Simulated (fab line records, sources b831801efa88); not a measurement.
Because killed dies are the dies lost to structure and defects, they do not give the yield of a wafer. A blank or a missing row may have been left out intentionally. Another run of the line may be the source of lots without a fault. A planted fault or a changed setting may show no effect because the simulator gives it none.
fab line records	flow sky130
record lots=5	wafers=23
route steps=708 shown FIELD_ISO@2 DNWELL@37 NWELL@64
startH: start of the lot's first displayed wafer, in hours after the record's first day	waitH: hours elapsed since this lot's preceding step	" same as the row above	L1.1+2: one row covering several wafers at once	- no value, or no start given	* or withheld: withheld	< > ~ a bound
route shown NAME@n: NAME is a module with steps in the file, n the number in the route of the first one	usual: mean/standard deviation of fault-free wafers	same: alike in all rows	chamber/n: place in a boat	sites: the reading at each site	_std_site: the values' standard deviation	_edge_site: inner sites' mean taken away from outer sites' mean	radiusMm: for every site, how far away it sits from the centre of the wafer	mask NAME#n: copy n	behind: tool/chamber where the wafer was last shaped	hold: cause of the lot's hold/its duration in hours/its outcome	device: the transistor (n, p or np) that didn't switch	end of line: the same wafers' tests at the end of the route	a step given without rows: its recipe and nothing more	killed: the dies lost at the first sort to structure and to defects; this is not the yield of the wafer	map: per-die view of a wafer (x killed, . not killed, _ where there is no die)
set.NAME: setting as actually run; set.NAME@STEP: the setting as run at that earlier step	model.NAME: the simulator's own value behind a step, which no gauge read
one table per step and one row per wafer, for lots whose settings were changed on purpose
## steps
# step SKY_FIELD_ISO_OXIDATION_01
# recipe tempC=900	ambient=O2	stabiliseS=600	purgeS=300	targetThkA=120	oxTimeS=1843
lot.wafer	tool	chamber	startH	waitH	set.oxTimeS	model.SiO2_of_FIELD_ISO_OXIDATION_01.thkNm
L074.1	-	-	-	9.2	2100	12.91
L074.2	"	-	"	"	2100	12.96
L074.3+6	"	-	"	"	2100	13.04
L074.4	"	-	"	"	2100	12.95
L076.2	-	-	-	4.9	1843	11.9
L076.3	"	-	"	"	1843	11.75
L076.4	"	-	"	"	1843	11.84
L076.5	"	-	"	"	1843	11.64
L076.6	"	-	"	"	1843	11.77
L078.1	-	-	-	6.3	1997	12.05
L078.2	"	-	"	"	1997	12.32
L078.3	"	-	"	"	1997	12.23
L078.4	"	-	"	"	1997	12.31
L078.6	"	-	"	"	1997	12.18
L080.2	furnace-01	0	44.45	4.4	1843	11.55
L080.4	"	0	"	"	1843	11.51
L080.6	"	0	"	"	1843	11.33
L084.1	-	-	-	4.0	1956	11.99
L084.2	"	-	"	"	1956	12.08
L084.3	"	-	"	"	1956	11.95
L084.4	"	-	"	"	1956	12.01
L084.6	"	-	"	"	1956	11.79
# step SKY_FIELD_ISO_COAT_08
# recipe resist=KrF-thick	spinRpm=3000	resistThkNm=450
lot.wafer	tool	chamber	startH	waitH	set.resistThkNm	model.KrF-thick_of_FIELD_ISO_COAT_08.thkNm
L074.1	lithoTrack-03	0	-	-	433.1	431.8
L074.2	"	0	"	"	433.1	432.4
L074.3	"	0	"	"	450	449.4
L074.4	"	0	"	"	450	449.7
L074.6	"	0	"	"	433.1	432
L076.2	lithoTrack-01	0	-	-	450	449.4
L076.3	"	0	"	"	450	450.5
L076.4	"	0	"	"	450	451.5
L076.5	"	0	"	"	472.4	471.7
L076.6	"	0	"	"	472.4	471.6
L078.1	lithoTrack-01	0	-	-	458.2	456.6
L078.2	"	0	"	"	450	448.5
L078.3	"	0	"	"	458.2	457.4
L078.4	"	0	"	"	450	447.7
L078.6	"	0	"	"	458.2	457.1
L080.2	lithoTrack-01	0	-	-	450	448.8
L080.4	"	0	"	"	450	449
L080.6	"	0	"	"	450	448.9
L084.1+2	lithoTrack-04	0	-	-	450	452.8
L084.3	"	0	"	"	450	453.8
L084.4	"	0	"	"	450	453.2
L084.6	"	0	"	"	450	453
# step SKY_FIELD_ISO_EXPOSE_10
# recipe maskId=FOM	na=0.68	sourceShape=annular	sigmaInner=0.4	sigmaOuter=0.8	targetCdNm=150	doseMj=28
lot.wafer	tool	chamber	startH	waitH	mask	set.doseMj
L074.1+2+3+4+6	krfScanner-01	0	-	-	FOM#0	28
L076.2+3+6	krfScanner-02	0	-	-	FOM#0	29.06
L076.4+5	"	0	"	"	FOM#0	28
L078.1+2+4	krfScanner-01	0	-	-	FOM#0	28
L078.3+6	"	0	"	"	FOM#0	29.68
L080.2+4+6	krfScanner-01	0	-	-	FOM#0	28
L084.1+4+6	krfScanner-01	0	-	-	FOM#0	28
L084.2+3	"	0	"	"	FOM#0	28.79
# step SKY_FIELD_ISO_PEB_11
# recipe pebTempC=withheld	pebTimeS=withheld	resist=KrF-thick
# step SKY_FIELD_ISO_DEVELOP_12
# recipe developTimeS=60	resist=KrF-thick	devTempC=21.68
lot.wafer	tool	chamber	startH	waitH	set.doseMj@FIELD_ISO_EXPOSE_10	model.FIELD_ISO.cdNm
L074.1	lithoTrack-01	0	-	-	28	147.9
L074.2	"	0	"	"	28	147.7
L074.3	"	0	"	"	28	147.4
L074.4	"	0	"	"	28	148
L074.6	"	0	"	"	28	147.8
L076.2+6	lithoTrack-03	0	-	-	29.06	143.9
L076.3	"	0	"	"	29.06	143
L076.4	"	0	"	"	28	150.7
L076.5	"	0	"	"	28	150.8
L078.1	lithoTrack-04	0	-	-	28	151.7
L078.2	"	0	"	"	28	150.9
L078.3	"	0	"	"	29.68	140.2
L078.4	"	0	"	"	28	151.5
L078.6	"	0	"	"	29.68	139.9
L080.2	lithoTrack-03	0	-	-	28	147.9
L080.4	"	0	"	"	28	147.4
L080.6	"	0	"	"	28	149.1
L084.1	lithoTrack-01	0	-	-	28	152.2
L084.2	"	0	"	"	28.79	147.5
L084.3	"	0	"	"	28.79	146.6
L084.4+6	"	0	"	"	28	151.4
# step SKY_FIELD_ISO_CD_MEAS_13
# recipe targetCdNm=150
# usual cdNm=150.0/1.6
lot.wafer	tool	chamber	startH	waitH	set.doseMj@FIELD_ISO_EXPOSE_10	cdNm
L074.1	cdSem-02	-	36.89	-	28	147.4
L074.2	"	-	"	"	28	147.5
L074.3	"	-	"	"	28	147.5
L074.4	"	-	"	"	28	148.1
L074.6	"	-	"	"	28	147.7
L076.2	cdSem-02	-	42.45	-	29.06	143.6
L076.3	"	-	"	"	29.06	143.3
L076.4	"	-	"	"	28	150.6
L076.5	"	-	"	"	28	151.1
L076.6	"	-	"	"	29.06	143.8
L078.1	cdSem-02	-	55.96	-	28	151.8
L078.2	"	-	"	"	28	150.8
L078.3	"	-	"	"	29.68	140.3
L078.4	"	-	"	"	28	152.0
L078.6	"	-	"	"	29.68	140.0
L080.2	cdSem-02	-	63.10	-	28	147.7
L080.4	"	-	"	"	28	147.4
L080.6	"	-	"	"	28	148.8
L084.1	cdSem-01	-	83.44	-	28	152.3
L084.2	"	-	"	"	28.79	147.5
L084.3	"	-	"	"	28.79	146.8
L084.4	"	-	"	"	28	151.5
L084.6	"	-	"	"	28	151.2
# step SKY_FIELD_ISO_ETCH_14
# recipe chemistry=N2/H2	target=BARC	ionEnergyEv=200	sourceW=500	biasW=100	pressureMtorr=30	n2FlowSccm=100	h2FlowSccm=200	stopOn=SiO2	timeS=45.9	targetDepthA=600
lot.wafer	tool	chamber	startH	waitH	set.resistThkNm@FIELD_ISO_COAT_08	model.KrF-thick_of_FIELD_ISO_COAT_08.thkNm
L074.1+2	rieDiel-04	2,1	37.01	0.1	433.1	374.8
L074.3	"	0	"	"	450	392.2
L074.4	"	0	"	"	450	392.6
L074.6	"	2	"	"	433.1	374.9
L076.2	rieDiel-02	0	42.55	0.1	450	392.3
L076.3	"	2	"	"	450	392.9
L076.4	"	3	"	"	450	394.7
L076.5	"	0	"	"	472.4	414.5
L076.6	"	3	"	"	472.4	414.8
L078.1	rieDiel-02	3	56.08	0.1	458.2	399.4
L078.2	"	2	"	"	450	391
L078.3	"	0	"	"	458.2	400.1
L078.4	"	1	"	"	450	390.2
L078.6	"	2	"	"	458.2	399.2
L080.2	rieDiel-03	1	63.20	0.1	450	391.7
L080.4	"	0	"	"	450	390.7
L080.6	"	0	"	"	450	390.4
L084.1	rieDiel-04	3	83.56	0.1	450	395.1
L084.2	"	2	"	"	450	396.1
L084.3	"	0	"	"	450	396.6
L084.4	"	1	"	"	450	395.4
L084.6	"	3	"	"	450	395.5
# step SKY_FIELD_ISO_ETCH_15
# recipe chemistry=CHF3/O2	targetDepthNm=180	stopOn=Si	sourceW=600	biasW=200	pressureMtorr=40	chf3FlowSccm=50	O2_flow_sccm=5	timeS=72
lot.wafer	tool	chamber	startH	waitH	set.resistThkNm@FIELD_ISO_COAT_08	model.KrF-thick_of_FIELD_ISO_COAT_08.thkNm
L074.1+6	rieDiel-04	2	37.05	0.0	433.1	217.6
L074.2	"	1	"	"	433.1	215.9
L074.3	"	0	"	"	450	235.1
L074.4	"	0	"	"	450	236
L076.2	rieDiel-02	0	42.59	0.0	450	238.2
L076.3	"	2	"	"	450	234.7
L076.4	"	3	"	"	450	240.5
L076.5	"	0	"	"	472.4	260
L076.6	"	3	"	"	472.4	259.7
L078.1	rieDiel-02	3	56.12	0.0	458.2	244.9
L078.2	"	2	"	"	450	234.8
L078.3	"	0	"	"	458.2	245.3
L078.4	"	1	"	"	450	234.2
L078.6	"	2	"	"	458.2	242.2
L080.2	rieDiel-03	1	63.24	0.0	450	238.3
L080.4	"	0	"	"	450	232.1
L080.6	"	0	"	"	450	231.4
L084.1	rieDiel-04	3	83.60	0.0	450	236
L084.2	"	2	"	"	450	239.5
L084.3	"	0	"	"	450	239.3
L084.4	"	1	"	"	450	234.6
L084.6	"	3	"	"	450	237.5
# step SKY_FIELD_ISO_STRIP_16
# recipe chemistry=O2/N2	powerW=1400	pressureMtorr=1500	platenTempC=withheld	o2FlowSccm=3000	n2FlowSccm=300	overashFraction=0.5
# usual stripTimeToEndpointS=3.540/0.027
lot.wafer	tool	chamber	startH	waitH	set.resistThkNm@FIELD_ISO_COAT_08	stripTimeToEndpointS
L074.1	plasmaAsher-02	1	37.11	0.0	433.1	3.351
L074.2	"	0	"	"	433.1	3.316
L074.3	"	0	"	"	450	3.543
L074.4	"	1	"	"	450	3.532
L074.6	"	1	"	"	433.1	3.352
L076.2	plasmaAsher-01	1	42.65	0.0	450	3.562
L076.3	"	1	"	"	450	3.538
L076.4	"	0	"	"	450	3.589
L076.5	"	0	"	"	472.4	3.795
L076.6	"	1	"	"	472.4	3.794
L078.1	plasmaAsher-02	1	56.18	0.0	458.2	3.658
L078.2	"	0	"	"	450	3.538
L078.3	"	0	"	"	458.2	3.637
L078.4	"	1	"	"	450	3.517
L078.6	"	0	"	"	458.2	3.598
L080.2	plasmaAsher-01	0	63.30	0.0	450	3.575
L080.4	"	1	"	"	450	3.496
L080.6	"	0	"	"	450	3.502
L084.1	plasmaAsher-02	1	83.66	0.0	450	3.549
L084.2	"	0	"	"	450	3.568
L084.3	"	1	"	"	450	3.571
L084.4	"	0	"	"	450	3.525
L084.6	"	1	"	"	450	3.565
# step SKY_FIELD_ISO_ETCH_17
# recipe targetDepthA=3420	maskMaterial=Si3N4	chemistry=HBr/Cl2/O2	target=Si	taperDeg=5	icpW=600	biasW=150	pressureMtorr=15	HBr_flow_sccm=150	Cl2_flow_sccm=40	O2_flow_sccm=6	timeS=97.7
lot.wafer	tool	chamber	startH	waitH	set.doseMj@FIELD_ISO_EXPOSE_10	model.FIELD_ISO.cdNm
L074.1	rieSi-02	1	37.21	0.1	28	147.3
L074.2	"	3	"	"	28	148.6
L074.3	"	2	"	"	28	147.8
L074.4	"	0	"	"	28	148.5
L074.6	"	2	"	"	28	147.9
L076.2	rieSi-02	0	42.75	0.1	29.06	142.4
L076.3	"	2	"	"	29.06	143
L076.4	"	1	"	"	28	149.8
L076.5	"	3	"	"	28	150.4
L076.6	"	2	"	"	29.06	142.9
L078.1	rieSi-02	1	56.28	0.1	28	150.7
L078.2	"	2	"	"	28	150.4
L078.3+6	"	3,2	"	"	29.68	139.4
L078.4	"	0	"	"	28	153.1
L080.2	rieSi-01	3	63.40	0.1	28	147.5
L080.4	"	2	"	"	28	146.2
L080.6	"	3	"	"	28	148.1
L084.1	rieSi-02	0	83.76	0.1	28	152.1
L084.2	"	3	"	"	28.79	146.7
L084.3	"	1	"	"	28.79	147
L084.4	"	2	"	"	28	153.1
L084.6	"	2	"	"	28	150.9
# step SKY_FIELD_ISO_OXIDATION_22
# recipe tempC=950	ambient=O2	stabiliseS=600	purgeS=300	targetThkA=100	oxTimeS=623
lot.wafer	tool	chamber	startH	waitH	set.oxTimeS	model.SiO2_of_FIELD_ISO_OXIDATION_22.thkNm
L074.1	-	-	-	4.2	648	10.18
L074.2	"	-	"	"	648	10.14
L074.3	"	-	"	"	648	9.956
L074.4	"	-	"	"	648	9.97
L074.6	"	-	"	"	648	9.886
L076.2	-	-	-	2.9	623	9.502
L076.3	"	-	"	"	623	9.721
L076.4	"	-	"	"	623	9.541
L076.5	"	-	"	"	623	9.728
L076.6	"	-	"	"	623	9.528
L078.1	-	-	-	4.8	551.7	8.985
L078.2	"	-	"	"	551.7	8.785
L078.3	"	-	"	"	551.7	8.99
L078.4	"	-	"	"	551.7	8.846
L078.6	"	-	"	"	551.7	8.901
L080.2	furnace-02	0	66.62	2.9	623	10.2
L080.4	"	0	"	"	623	10.17
L080.6	"	0	"	"	623	10.33
L084.1	-	-	-	0.0	545.3	8.856
L084.2	"	-	"	"	545.3	8.851
L084.3	"	-	"	"	545.3	8.717
L084.4	"	-	"	"	545.3	8.903
L084.6	"	-	"	"	545.3	8.796
# step SKY_DNWELL_COAT_02
# recipe spinRpm=2000	resistThkNm=3000
lot.wafer	tool	chamber	startH	waitH	set.resistThkNm	model.coat_of_DNWELL_COAT_02.thkNm
L074.1	lithoTrack-01	0	65.09	0.1	3000	3009
L074.2	"	0	"	"	3000	3002
L074.3	"	0	"	"	3000	3007
L074.4	"	0	"	"	3000	2998
L074.6	"	0	"	"	3000	3006
L076.2	lithoTrack-02	0	71.06	0.1	3000	3008
L076.3	"	0	"	"	3000	3006
L076.4	"	0	"	"	3142	3138
L076.5	"	0	"	"	3142	3144
L076.6	"	0	"	"	3142	3163
L078.1	lithoTrack-01	0	78.99	0.1	3000	3020
L078.2	"	0	"	"	3000	3015
L078.3	"	0	"	"	3000	3019
L078.4	"	0	"	"	3000	3017
L078.6	"	0	"	"	3000	3011
L080.2	lithoTrack-04	0	84.13	0.1	3000	3003
L080.4	"	0	"	"	3000	3010
L080.6	"	0	"	"	3000	3000
L084.1	lithoTrack-02	0	98.84	0.1	2909	2903
L084.2	"	0	"	"	3000	2996
L084.3	"	0	"	"	3000	2991
L084.4	"	0	"	"	3000	2999
L084.6	"	0	"	"	2909	2906
# step SKY_DNWELL_SOFTBAKE_03
# recipe tempC=110	timeS=withheld
# step SKY_DNWELL_EXPOSE_04
# recipe maskId=DNM	na=0.57	targetCdNm=3000	doseMj=222
# step SKY_DNWELL_DEVELOP_06
# recipe wallAngleDeg=90	developer=TMAH	developTimeS=60	devTempC=23
# step SKY_DNWELL_IMPLANT_07
# recipe species=P	energyKev=withheld	doseCm2=withheld	tiltDeg=withheld
# step SKY_DNWELL_STRIP_08
# recipe chemistry=O2/N2	powerW=1400	pressureMtorr=1500	platenTempC=withheld	o2FlowSccm=3000	n2FlowSccm=300	overashFraction=0.5
# usual stripTimeToEndpointS=36.96/0.08
lot.wafer	tool	chamber	startH	waitH	set.resistThkNm@DNWELL_COAT_02	stripTimeToEndpointS
L074.1	plasmaAsher-03	0	72.94	0.1	3000	37.03
L074.2	"	1	"	"	3000	36.94
L074.3	"	0	"	"	3000	37.01
L074.4	"	1	"	"	3000	36.90
L074.6	"	0	"	"	3000	36.98
L076.2	plasmaAsher-01	0	78.84	0.1	3000	37.01
L076.3	"	1	"	"	3000	36.99
L076.4	"	0	"	"	3142	38.51
L076.5	"	1	"	"	3142	38.55
L076.6	"	0	"	"	3142	38.75
L078.1	plasmaAsher-02	1	88.29	0.1	3000	37.15
L078.2	"	0	"	"	3000	37.09
L078.3	"	1	"	"	3000	37.14
L078.4	"	0	"	"	3000	37.11
L078.6	"	1	"	"	3000	37.03
L080.2	plasmaAsher-03	1	92.81	0.1	3000	36.94
L080.4	"	1	"	"	3000	37.04
L080.6	"	1	"	"	3000	36.92
L084.1	plasmaAsher-02	1	107.84	0.1	2909	35.83
L084.2	"	0	"	"	3000	36.86
L084.3	"	1	"	"	3000	36.80
L084.4	"	0	"	"	3000	36.90
L084.6	"	1	"	"	2909	35.84
# step SKY_NWELL_IMPLANT_11
# recipe species=P	energyKev=400	doseCm2=1.9e+13	tiltDeg=withheld
lot.wafer	tool	chamber	startH	waitH	set.doseCm2
L074.1+3+6	implanter-02	0	107.29	0.0	1.821e+13
L074.2+4	"	0	"	"	1.9e+13
L076.2+5+6	implanter-04	0	112.87	0.0	1.9e+13
L076.3+4	"	0	"	"	1.761e+13
L078.1+4	implanter-01	0	124.49	0.0	1.782e+13
L078.2+3+6	"	0	"	"	1.9e+13
L080.2+4+6	implanter-04	0	128.95	0.0	1.9e+13
L084.1+3	implanter-04	0	145.54	0.2	1.9e+13
L084.2+4+6	"	0	"	"	1.861e+13
# step SKY_NWELL_STRIP_14
# recipe chemistry=O2/N2	powerW=1400	pressureMtorr=1500	platenTempC=withheld	o2FlowSccm=3000	n2FlowSccm=300	overashFraction=0.5
# usual oesProductAu=0.724/0.0049	stripTimeToEndpointS=36.88/0.12
lot.wafer	tool	chamber	startH	waitH	set.pressureMtorr	oesProductAu	stripTimeToEndpointS
L074.1	plasmaAsher-03	1	107.74	0.1	1422	0.721	37.64
L074.2	"	0	"	"	1422	0.715	37.62
L074.3	"	1	"	"	1422	0.719	37.65
L074.4	"	0	"	"	1422	0.712	37.67
L074.6	"	0	"	"	1422	0.718	37.62
L076.2	plasmaAsher-03	1	113.29	0.1	1710	0.740	35.71
L076.3	"	1	"	"	1710	0.732	35.75
L076.4	"	0	"	"	1710	0.733	35.82
L076.5	"	0	"	"	1710	0.738	35.63
L076.6	"	1	"	"	1710	0.743	35.74
L078.1	plasmaAsher-03	1	124.94	0.1	1427	0.713	37.37
L078.2	"	0	"	"	1427	0.718	37.32
L078.3	"	0	"	"	1427	0.716	37.31
L078.4	"	1	"	"	1427	0.718	37.40
L078.6	"	1	"	"	1427	0.716	37.38
L080.2	plasmaAsher-04	0	129.37	0.1	1500	0.723	37.04
L080.4	"	1	"	"	1500	0.731	37.05
L080.6	"	1	"	"	1500	0.725	36.87
L084.1	plasmaAsher-04	0	145.99	0.1	1342	0.692	38.13
L084.2	"	1	"	"	1342	0.706	38.13
L084.3	"	1	"	"	1342	0.710	38.23
L084.4	"	0	"	"	1342	0.714	38.18
L084.6	"	0	"	"	1342	0.708	38.26
# step SKY_NWELL_TW_MEAS_15
# usual NWELL_TW=1814/7.6
lot.wafer	tool	chamber	startH	waitH	set.doseCm2@NWELL_IMPLANT_11	NWELL_TW
L074.1	filmMetro-04	-	107.84	0.1	1.821e+13	1788
L074.2	"	-	"	"	1.9e+13	1808
L074.3	"	-	"	"	1.821e+13	1781
L074.4	"	-	"	"	1.9e+13	1816
L074.6	"	-	"	"	1.821e+13	1786
L076.2	filmMetro-01	-	113.40	0.1	1.9e+13	1812
L076.3	"	-	"	"	1.761e+13	1770
L076.4	"	-	"	"	1.761e+13	1775
L076.5	"	-	"	"	1.9e+13	1823
L076.6	"	-	"	"	1.9e+13	1817
L078.1	filmMetro-02	-	125.04	0.1	1.782e+13	1776
L078.2	"	-	"	"	1.9e+13	1828
L078.3	"	-	"	"	1.9e+13	1818
L078.4	"	-	"	"	1.782e+13	1787
L078.6	"	-	"	"	1.9e+13	1817
L080.2	filmMetro-04	-	129.48	0.1	1.9e+13	1816
L080.4	"	-	"	"	1.9e+13	1807
L080.6	"	-	"	"	1.9e+13	1801
L084.1	filmMetro-02	-	146.09	0.1	1.9e+13	1819
L084.2	"	-	"	"	1.861e+13	1801
L084.3	"	-	"	"	1.9e+13	1812
L084.4	"	-	"	"	1.861e+13	1797
L084.6	"	-	"	"	1.861e+13	1808
## key
split step=SKY_FIELD_ISO_OXIDATION_01	setting=oxTimeS	stated=1843	by=lot
response step=SKY_FIELD_ISO_OXIDATION_01	reading=model.SiO2_of_FIELD_ISO_OXIDATION_01.thkNm	change=+0.0908	per=1%	r=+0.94
split step=SKY_FIELD_ISO_COAT_08	setting=resistThkNm	stated=450	by=wafer
response step=SKY_FIELD_ISO_COAT_08	reading=model.KrF-thick_of_FIELD_ISO_COAT_08.thkNm	change=+4.44	per=1%	r=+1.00
response step=SKY_FIELD_ISO_ETCH_14	reading=model.KrF-thick_of_FIELD_ISO_COAT_08.thkNm	change=+4.46	per=1%	r=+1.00
response step=SKY_FIELD_ISO_ETCH_15	reading=model.KrF-thick_of_FIELD_ISO_COAT_08.thkNm	change=+4.66	per=1%	r=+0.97
response step=SKY_FIELD_ISO_STRIP_16	reading=stripTimeToEndpointS	change=*	per=1%	r=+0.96
split step=SKY_FIELD_ISO_EXPOSE_10	setting=doseMj	stated=28	by=wafer
response step=SKY_FIELD_ISO_DEVELOP_12	reading=model.FIELD_ISO.cdNm	change=-1.85	per=1%	r=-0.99
response step=SKY_FIELD_ISO_CD_MEAS_13	reading=cdNm	change=-1.86	per=1%	r=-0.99
response step=SKY_FIELD_ISO_ETCH_17	reading=model.FIELD_ISO.cdNm	change=-1.96	per=1%	r=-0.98
split step=SKY_FIELD_ISO_OXIDATION_22	setting=oxTimeS	stated=623	by=lot
response step=SKY_FIELD_ISO_OXIDATION_22	reading=model.SiO2_of_FIELD_ISO_OXIDATION_22.thkNm	change=+0.0762	per=1%	r=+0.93
split step=SKY_DNWELL_COAT_02	setting=resistThkNm	stated=3000	by=wafer
response step=SKY_DNWELL_COAT_02	reading=model.coat_of_DNWELL_COAT_02.thkNm	change=+29.8	per=1%	r=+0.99
response step=SKY_DNWELL_STRIP_08	reading=stripTimeToEndpointS	change=*	per=1%	r=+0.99
split step=SKY_NWELL_IMPLANT_11	setting=doseCm2	stated=1.9e+13	by=wafer
response step=SKY_NWELL_TW_MEAS_15	reading=NWELL_TW	change=+6.25	per=1%	r=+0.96
split step=SKY_NWELL_STRIP_14	setting=pressureMtorr	stated=1500	by=lot
response step=SKY_NWELL_STRIP_14	reading=oesProductAu	change=+0.00121	per=1%	r=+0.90
response step=SKY_NWELL_STRIP_14	reading=stripTimeToEndpointS	change=*	per=1%	r=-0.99
